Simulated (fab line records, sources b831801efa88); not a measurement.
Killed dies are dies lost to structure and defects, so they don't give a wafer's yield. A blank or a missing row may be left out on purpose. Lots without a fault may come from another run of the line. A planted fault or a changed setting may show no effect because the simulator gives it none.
fab line records | flow sky130
record lots=13 wafers=39 last_day=50
route steps=708 shown NWELL@67 VT_ADJUST_NCORE@127 SONOS_TUNNEL@160 SONOS_ONO@182 PAD_OPEN@708
lots that met no fault: from a run of the same line without faults
start_h: hours from the record's first day to the start of the lot's first wafer shown | wait_h: hours since the lot's step before | " the same as in the row above | L1.1+2: a row that stands for several wafers | - no value, or no start given | * or withheld: withheld | < > ~ a bound
route shown NAME@n: a module of which the file shows steps, and the number in the route of the first | usual: mean/standard deviation of fault-free wafers | same: alike in all rows | chamber/n: place in a boat | sites: the reading at each site | _std_site: their standard deviation | _edge_site: outer sites' mean less inner sites' | radius_mm: how far each site lies from the wafer's centre | mask NAME#n: copy n | behind: the tool/chamber that last shaped the wafer | hold: why the lot was held/for how many hours/how that ended | device: the transistor (n, p or np) that didn't switch | end of line: the same wafers' tests at the end of the route | a step without rows: its recipe alone | killed: dies lost to structure and defects at the first sort, not the wafer's yield | map: a wafer's dies, x killed, . not, _ none there
set.NAME: the setting as run; set.NAME@STEP: as run at that earlier step | model.NAME: the simulator's own value behind a step, which no gauge read
steps of the route over a sample of lots; a table a step, a row a wafer
services: from which hour (start_h, from the record's first day; less than 0 if before it) a tool's chamber was out of use, for how many hours, and why
## steps
# step SKY_NWELL_STRIP_14
# recipe chemistry=O2/N2 power_w=1400 pressure_mtorr=1500 platen_temp_c=withheld o2_flow_sccm=3000 n2_flow_sccm=300 overash_fraction=0.5
# usual drypump_motor_current_A=6.0/0.37 n2_flow_sccm=299.9/0.9 oes_product_au=0.722/0.0042 strip_time_to_endpoint_s=36.93/0.1
# columns lot.wafer tool chamber start_h wait_h drypump_motor_current_A n2_flow_sccm oes_product_au rf_hours_counter_h strip_time_to_endpoint_s
L673.1 plasma_asher-03 0 84.87 0.1 6.0 300.5 0.721 35 36.82
L673.4 " 1 " " 6.4 299.5 0.713 - 36.88
L673.5 " 0 " " 6.0 301.0 0.725 - 36.85
L674.3 plasma_asher-03 1 89.63 0.1 6.4 300.6 0.724 - 36.98
L674.4 " 0 " " 6.0 300.7 0.724 - 36.93
L674.6 " 0 " " 5.9 300.6 0.725 - 36.93
L677.2 plasma_asher-01 1 106.36 0.1 6.6 300.1 0.725 30 36.95
L677.3 " 1 " " 6.6 300.3 0.727 - 37.01
L677.5 " 1 " " 6.6 301.0 0.720 - 37.10
L681.2 plasma_asher-01 0 134.02 0.1 5.4 299.4 0.723 33 37.02
L681.3 " 1 " " 6.6 301.1 0.728 - 37.10
L681.5 " 0 " " 5.4 300.3 0.724 - 37.19
L683.1 plasma_asher-03 1 152.17 0.1 6.4 300.3 0.723 42 36.98
L683.3 " 0 " " 5.9 299.7 0.732 - 37.04
L683.5 " 1 " " 6.4 300.2 0.715 - 37.14
L685.1 plasma_asher-04 0 157.17 0.1 5.6 299.1 0.726 4 36.88
L685.2 " 1 " " 6.0 301.4 0.720 4 36.87
L685.4 " 1 " " 6.0 300.3 0.721 - 36.92
L686.4 plasma_asher-03 0 162.89 0.1 5.9 299.1 0.722 - 36.82
L686.5 " 1 " " 6.4 299.2 0.727 - 36.90
L686.6 " 0 " " 6.0 298.3 0.723 - 36.91
L690.1 plasma_asher-03 1 188.86 0.1 6.4 299.8 0.716 46 36.89
L690.3 " 1 " " 6.4 299.7 0.730 - 36.95
L690.4 " 0 " " 5.9 299.5 0.722 - 36.96
L692.1 plasma_asher-01 1 201.26 0.1 6.6 300.2 0.724 37 36.74
L692.2 " 0 " " 5.4 299.2 0.724 37 36.65
L692.5 " 0 " " 5.4 299.2 0.723 - 36.85
L693.4 plasma_asher-03 1 206.98 0.1 6.4 301.7 0.727 - 36.77
L693.5 " 1 " " 6.4 300.1 0.725 - 36.78
L693.6 " 0 " " 6.0 299.8 0.725 - 36.64
L694.1 plasma_asher-04 0 209.34 0.1 5.6 299.5 0.723 10 37.04
L694.3 " 0 " " 5.6 299.5 0.719 - 37.05
L694.5 " 0 " " 5.6 300.9 0.719 - 37.07
L695.2 plasma_asher-03 1 213.81 0.1 6.4 300.2 0.727 48 36.89
L695.3 " 0 " " 6.0 300.7 0.725 - 36.87
L695.6 " 0 " " 6.0 299.0 0.723 - 36.92
L696.2 plasma_asher-04 1 221.54 0.1 6.0 299.3 0.716 11 36.76
L696.3 " 1 " " 6.0 299.3 0.719 - 36.68
L696.5 " 1 " " 6.0 297.9 0.719 - 36.90
# step SKY_VT_ADJUST_NCORE_OVL_MEAS_08
# usual VT_ADJUST_NCORE_OVL=-1.2/1.7
# columns lot.wafer tool chamber start_h wait_h VT_ADJUST_NCORE_OVL[nm]
L673.1 overlay-02 - 180.36 0.1 0.4
L673.4 " - " " -0.4
L673.5 " - " " -0.4
L674.3 overlay-01 - 183.82 0.1 -2.0
L674.4 " - " " -1.3
L674.6 " - " " -3.8
L677.2 overlay-02 - 204.91 0.1 0.9
L677.3 " - " " -0.1
L677.5 " - " " 0.2
L681.2 overlay-01 - 241.03 0.1 -2.6
L681.3 " - " " 0.1
L681.5 " - " " -2.0
L683.1 overlay-02 - 261.23 0.1 0.1
L683.3 " - " " -0.8
L683.5 " - " " 0.4
L685.1 overlay-02 - 270.03 0.1 -1.8
L685.2 " - " " -0.4
L685.4 " - " " -1.9
L686.4 overlay-02 - 274.17 0.1 0.6
L686.5 " - " " 0.6
L686.6 " - " " 0.1
L690.1 overlay-02 - 306.23 0.1 -2.7
L690.3 " - " " -3.4
L690.4 " - " " -2.6
L692.1 overlay-02 - 321.98 0.1 1.0
L692.2 " - " " 1.8
L692.5 " - " " 0.8
L693.4 overlay-02 - 328.74 0.1 -1.1
L693.5 " - " " -1.8
L693.6 " - " " -0.8
L694.1 overlay-02 - 330.58 0.1 -0.1
L694.3 " - " " 0.3
L694.5 " - " " 0.9
L695.2 overlay-02 - 335.39 0.1 0.6
L695.3 " - " " 0.1
L695.6 " - " " 0.0
L696.2 overlay-02 - 345.73 0.1 -1.5
L696.3 " - " " -2.4
L696.5 " - " " -2.8
# step SKY_SONOS_TUNNEL_DEVELOP_06
# recipe resist=NOVOLAK developer=TMAH develop_time_s=60 dev_temp_c=23
# usual developer_temp_C=22.99/0.1
# columns lot.wafer tool chamber start_h wait_h developer_temp_C
L673.1 litho_track-03 0 246.47 0.1 23.00
L673.4 " 0 " " 22.87
L673.5 " 0 " " 22.75
L674.3 litho_track-02 0 250.06 0.1 22.95
L674.4 " 0 " " 23.06
L674.6 " 0 " " 22.97
L677.2 litho_track-01 0 273.49 0.1 22.82
L677.3 " 0 " " 22.86
L677.5 " 0 " " 22.93
L681.2 litho_track-02 0 314.63 0.1 22.13
L681.3 " 0 " " 22.09
L681.5 " 0 " " 22.05
L683.1 litho_track-02 0 337.76 0.1 22.01
L683.3 " 0 " " 22.01
L683.5 " 0 " " 22.21
L685.1 litho_track-01 0 347.86 0.1 22.99
L685.2 " 0 " " 23.01
L685.4 " 0 " " 22.98
L686.4 litho_track-03 0 353.14 0.1 22.90
L686.5 " 0 " " 23.11
L686.6 " 0 " " 22.91
L690.1 litho_track-03 0 388.97 0.1 22.92
L690.3 " 0 " " 23.04
L690.4 " 0 " " 22.96
L692.1 litho_track-02 0 406.51 0.1 23.03
L692.2 " 0 " " 22.90
L692.5 " 0 " " 22.88
L693.4 litho_track-03 0 413.04 0.1 23.16
L693.5 " 0 " " 23.19
L693.6 " 0 " " 23.17
L694.1 litho_track-02 0 415.31 0.1 22.88
L694.3 " 0 " " 23.09
L694.5 " 0 " " 23.04
L695.2 litho_track-01 0 422.34 0.1 23.01
L695.3 " 0 " " 22.94
L695.6 " 0 " " 23.07
L696.2 litho_track-01 0 432.19 0.1 22.94
L696.3 " 0 " " 22.95
L696.5 " 0 " " 23.05
# step SKY_SONOS_ONO_OVL_MEAS_14
# usual SONOS_ONO_OVL=-1.3/1.4
# columns lot.wafer tool chamber start_h wait_h SONOS_ONO_OVL[nm]
L673.1 overlay-02 - 277.06 0.1 1.0
L673.4 " - " " -0.5
L673.5 " - " " 2.5
L674.3 overlay-02 - 282.94 0.1 0.9
L674.4 " - " " 0.8
L674.6 " - " " 0.5
L677.2 overlay-01 - 303.23 0.1 -0.8
L677.3 " - " " -0.2
L677.5 " - " " 0.8
L681.2 overlay-01 - 348.66 0.1 -1.7
L681.3 " - " " -0.7
L681.5 " - " " -0.4
L683.1 overlay-01 - 370.08 0.1 -2.7
L683.3 " - " " -2.7
L683.5 " - " " -1.5
L685.1 overlay-01 - 380.83 0.1 -3.0
L685.2 " - " " -5.1
L685.4 " - " " -2.3
L686.4 overlay-01 - 387.15 0.1 -2.4
L686.5 " - " " -1.6
L686.6 " - " " -0.9
L690.1 overlay-02 - 424.48 0.1 0.9
L690.3 " - " " -1.4
L690.4 " - " " 0.2
L692.1 overlay-01 - 443.76 0.1 -2.7
L692.2 " - " " -1.0
L692.5 " - " " -0.5
L693.4 overlay-01 - 448.44 0.1 -2.5
L693.5 " - " " -0.7
L693.6 " - " " -2.0
L694.1 overlay-01 - 454.01 0.1 1.3
L694.3 " - " " -1.1
L694.5 " - " " -0.6
L695.2 overlay-02 - 459.74 0.1 1.3
L695.3 " - " " 1.3
L695.6 " - " " 0.9
L696.2 overlay-01 - 470.28 0.1 -1.0
L696.3 " - " " -0.7
L696.5 " - " " 0.4
# step SKY_PAD_OPEN_PROBE_99
# usual killed_at_M0_to_M3=42/6.9 killed_at_M4_up=3.2/1.7 killed_at_contacts=23/5.5 killed_at_front_end=16/4 killed_at_other=0.4/0.55 killed_dies=85/9.2 killed_open=46/6.8 killed_short=38/6.2
# same gross_dies=492 killed_at_back_side=0
# columns lot.wafer tool chamber start_h wait_h killed_at_M0_to_M3 killed_at_M4_up killed_at_contacts killed_at_front_end killed_at_other killed_dies killed_open killed_short
L683.1 prober-01 - 1142.73 0.1 33 3 24 20 1 81 38 43
L683.3 prober-01 - 1142.83 0.2 37 4 28 11 0 80 53 27
L683.5 prober-01 - 1142.93 0.2 46 1 28 23 0 98 54 44
L685.1 prober-02 - 1151.43 0.1 31 3 19 21 1 75 29 46
L685.2 prober-02 - 1151.48 0.1 31 4 24 21 0 80 45 35
L685.4 prober-02 - 1151.58 0.2 38 3 36 21 0 98 48 50
L686.4 prober-01 - 1152.51 0.2 36 5 18 18 0 77 41 36
L686.5 prober-01 - 1152.56 0.2 27 2 28 14 1 72 38 33
L686.6 prober-01 - 1152.61 0.2 46 6 27 10 0 89 52 37
L692.1 prober-01 - 1187.13 0.1 39 2 34 15 0 90 45 45
L692.2 prober-01 - 1187.18 0.1 47 5 14 14 0 80 35 45
L692.5 prober-01 - 1187.33 0.2 59 4 16 16 0 95 59 36
L693.4 prober-02 - 1188.78 0.2 43 1 23 16 1 84 41 41
L693.5 prober-02 - 1188.83 0.2 41 2 23 14 0 80 42 37
L693.6 prober-02 - 1188.88 0.2 57 6 17 12 0 92 48 44
L695.2 prober-02 - 1191.93 0.1 43 7 24 14 1 89 50 39
L695.3 prober-02 - 1191.98 0.2 42 2 21 21 1 87 47 40
L695.6 prober-02 - 1192.13 0.2 28 1 20 15 2 66 36 30
# killed by level:class
L683.1 CONTACT:geometric_particle:open=10 VIA1:geometric_particle:open=9 METAL1:geometric_particle:short=7 POLY_GATE:geometric_particle:short=5 LI_CONTACT:geometric_particle:short=5 METAL3:geometric_particle:short=5 FIELD_ISO:geometric_particle:short=4 SPACER:geometric_particle:open=4
L683.3 CONTACT:geometric_particle:open=12 VIA1:geometric_particle:open=11 VIA3:geometric_particle:open=7 LI_CONTACT:geometric_particle:open=6 VIA2:geometric_particle:open=6 POLY_GATE:geometric_particle:open=4 CONTACT:geometric_particle:short=4 METAL4:geometric_particle:short=4
L683.5 VIA1:geometric_particle:open=12 CONTACT:geometric_particle:open=10 FIELD_ISO:geometric_particle:short=7 VIA3:geometric_particle:open=7 POLY_GATE:geometric_particle:open=7 LI_CONTACT:geometric_particle:open=6 CONTACT:geometric_particle:short=6 VIA1:geometric_particle:short=6
L685.1 VIA1:geometric_particle:short=6 POLY_GATE:geometric_particle:open=5 POLY_GATE:geometric_particle:short=5 VIA2:geometric_particle:short=5 VIA3:geometric_particle:open=5 CONTACT:geometric_particle:open=4 LOCAL_INTERCONNECT:geometric_particle:short=4 CONTACT:geometric_particle:short=4
L685.2 CONTACT:geometric_particle:open=10 VIA1:geometric_particle:open=10 LI_CONTACT:geometric_particle:open=6 FIELD_ISO:geometric_particle:short=5 VIA1:geometric_particle:short=5 POLY_GATE:geometric_particle:open=5 VIA2:geometric_particle:open=5 POLY_GATE:geometric_particle:short=4
L685.4 CONTACT:geometric_particle:open=10 FIELD_ISO:geometric_particle:short=9 LI_CONTACT:geometric_particle:open=9 VIA1:geometric_particle:open=9 METAL1:geometric_particle:short=8 POLY_GATE:geometric_particle:short=7 LI_CONTACT:geometric_particle:short=7 VIA2:geometric_particle:open=6
L686.4 VIA3:geometric_particle:open=12 VIA1:geometric_particle:open=7 POLY_GATE:geometric_particle:short=6 POLY_GATE:geometric_particle:open=5 CONTACT:geometric_particle:open=5 VIA2:geometric_particle:open=5 CONTACT:geometric_particle:short=4 METAL4:geometric_particle:short=4
L686.5 LI_CONTACT:geometric_particle:open=10 VIA3:geometric_particle:open=7 CONTACT:geometric_particle:open=6 VIA1:geometric_particle:short=5 FIELD_ISO:geometric_particle:short=4 LOCAL_INTERCONNECT:geometric_particle:short=4 CONTACT:geometric_particle:short=4 FIELD_ISO:geometric_particle:open=3
L686.6 VIA1:geometric_particle:open=11 CONTACT:geometric_particle:open=8 VIA2:geometric_particle:open=7 VIA3:geometric_particle:open=7 CONTACT:geometric_particle:short=6 LI_CONTACT:geometric_particle:open=5 METAL2:geometric_particle:short=5 VIA3:geometric_particle:short=5
L692.1 LI_CONTACT:geometric_particle:open=12 VIA3:geometric_particle:open=7 LOCAL_INTERCONNECT:geometric_particle:short=7 CONTACT:geometric_particle:open=7 METAL1:geometric_particle:short=7 VIA1:geometric_particle:open=7 FIELD_ISO:geometric_particle:short=6 CONTACT:geometric_particle:short=5
L692.2 METAL1:geometric_particle:short=9 VIA2:geometric_particle:open=8 FIELD_ISO:geometric_particle:open=6 VIA1:geometric_particle:open=6 CONTACT:geometric_particle:short=5 VIA3:geometric_particle:open=5 FIELD_ISO:geometric_particle:short=4 VIA1:geometric_particle:short=4
L692.5 VIA1:geometric_particle:open=15 VIA2:geometric_particle:open=10 VIA3:geometric_particle:open=9 VIA1:geometric_particle:short=7 METAL2:geometric_particle:short=7 CONTACT:geometric_particle:open=6 LI_CONTACT:geometric_particle:open=5 FIELD_ISO:geometric_particle:open=4
L693.4 VIA1:geometric_particle:open=14 METAL2:geometric_particle:short=8 METAL1:geometric_particle:short=6 CONTACT:geometric_particle:open=5 LI_CONTACT:geometric_particle:open=5 LOCAL_INTERCONNECT:geometric_particle:short=5 VIA3:geometric_particle:open=5 FIELD_ISO:geometric_particle:short=3
L693.5 VIA1:geometric_particle:open=10 FIELD_ISO:geometric_particle:short=7 CONTACT:geometric_particle:open=7 LI_CONTACT:geometric_particle:open=6 LOCAL_INTERCONNECT:geometric_particle:short=5 METAL2:geometric_particle:short=5 VIA2:geometric_particle:open=5 VIA3:geometric_particle:short=5
L693.6 VIA3:geometric_particle:open=11 METAL2:geometric_particle:short=9 VIA1:geometric_particle:open=9 LI_CONTACT:geometric_particle:open=8 VIA2:geometric_particle:short=6 VIA2:geometric_particle:open=6 METAL1:geometric_particle:short=5 METAL4:geometric_particle:short=5
L695.2 VIA1:geometric_particle:open=15 CONTACT:geometric_particle:open=9 LI_CONTACT:geometric_particle:open=8 FIELD_ISO:geometric_particle:short=6 METAL4:geometric_particle:short=6 VIA1:geometric_particle:short=6 VIA2:geometric_particle:open=6 CONTACT:geometric_particle:short=5
L695.3 LI_CONTACT:geometric_particle:open=10 VIA1:geometric_particle:open=7 VIA2:geometric_particle:open=7 VIA3:geometric_particle:short=6 VIA3:geometric_particle:open=6 POLY_CUT:geometric_particle:open=5 CONTACT:geometric_particle:open=5 VIA1:geometric_particle:short=5
L695.6 LI_CONTACT:geometric_particle:open=9 CONTACT:geometric_particle:open=7 VIA1:geometric_particle:open=5 METAL2:geometric_particle:short=5 VIA3:geometric_particle:open=4 FIELD_ISO:geometric_particle:short=3 POLY_CUT:geometric_particle:short=3 CONTACT:geometric_particle:short=3
## services
# columns tool chamber start_h hours kind
plasma_asher-04 - 108.75 9.0 pm
plasma_asher-04 0 108.75 9.0 vent_cycle
plasma_asher-04 1 108.75 9.0 vent_cycle
plasma_asher-04 0 117.75 - clean
plasma_asher-04 1 117.75 - clean
plasma_asher-01 - 143.21 22.6 repair
plasma_asher-04 - 231.31 0.7 repair
plasma_asher-03 - 264.96 1.8 repair
plasma_asher-03 - 283.11 3.4 repair
plasma_asher-04 - 305.14 1.0 repair
plasma_asher-03 - 324.09 1.9 repair
plasma_asher-01 - 361.38 2.8 pm
plasma_asher-03 - 421.25 9.0 pm
plasma_asher-03 0 421.25 9.0 vent_cycle
plasma_asher-03 1 421.25 9.0 vent_cycle
plasma_asher-03 0 430.25 - clean
plasma_asher-03 1 430.25 - clean
## key
first_sign step=SKY_SONOS_TUNNEL_DEVELOP_06 reading=developer_temp_C direction=down sigmas=8.7 usual=* struck=*
effect none on later readings
met_at SKY_SONOS_TUNNEL_DEVELOP_06
struck_lots L681,L683
tester_left_out L681,L683
not_acting_at SKY_NWELL_STRIP_14,SKY_VT_ADJUST_NCORE_OVL_MEAS_08,SKY_SONOS_ONO_OVL_MEAS_14
onset_between 250.06 314.63
fault kind=process_parameter_drift tool=litho_track-02 chamber=- onset_h=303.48 steps=SKY_SONOS_TUNNEL_DEVELOP_06 channel=dev_temp_c offset=* shape=step end_h=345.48 acts_in=* stated=*
# tester_left_out: of these lots the tester's yield and bins aren't shown, on N5 and GAA mostly nor the transistor test; their killed dies are dies lost to structure and defects alone, not to doping, threshold or leakage, so they don't give the yield
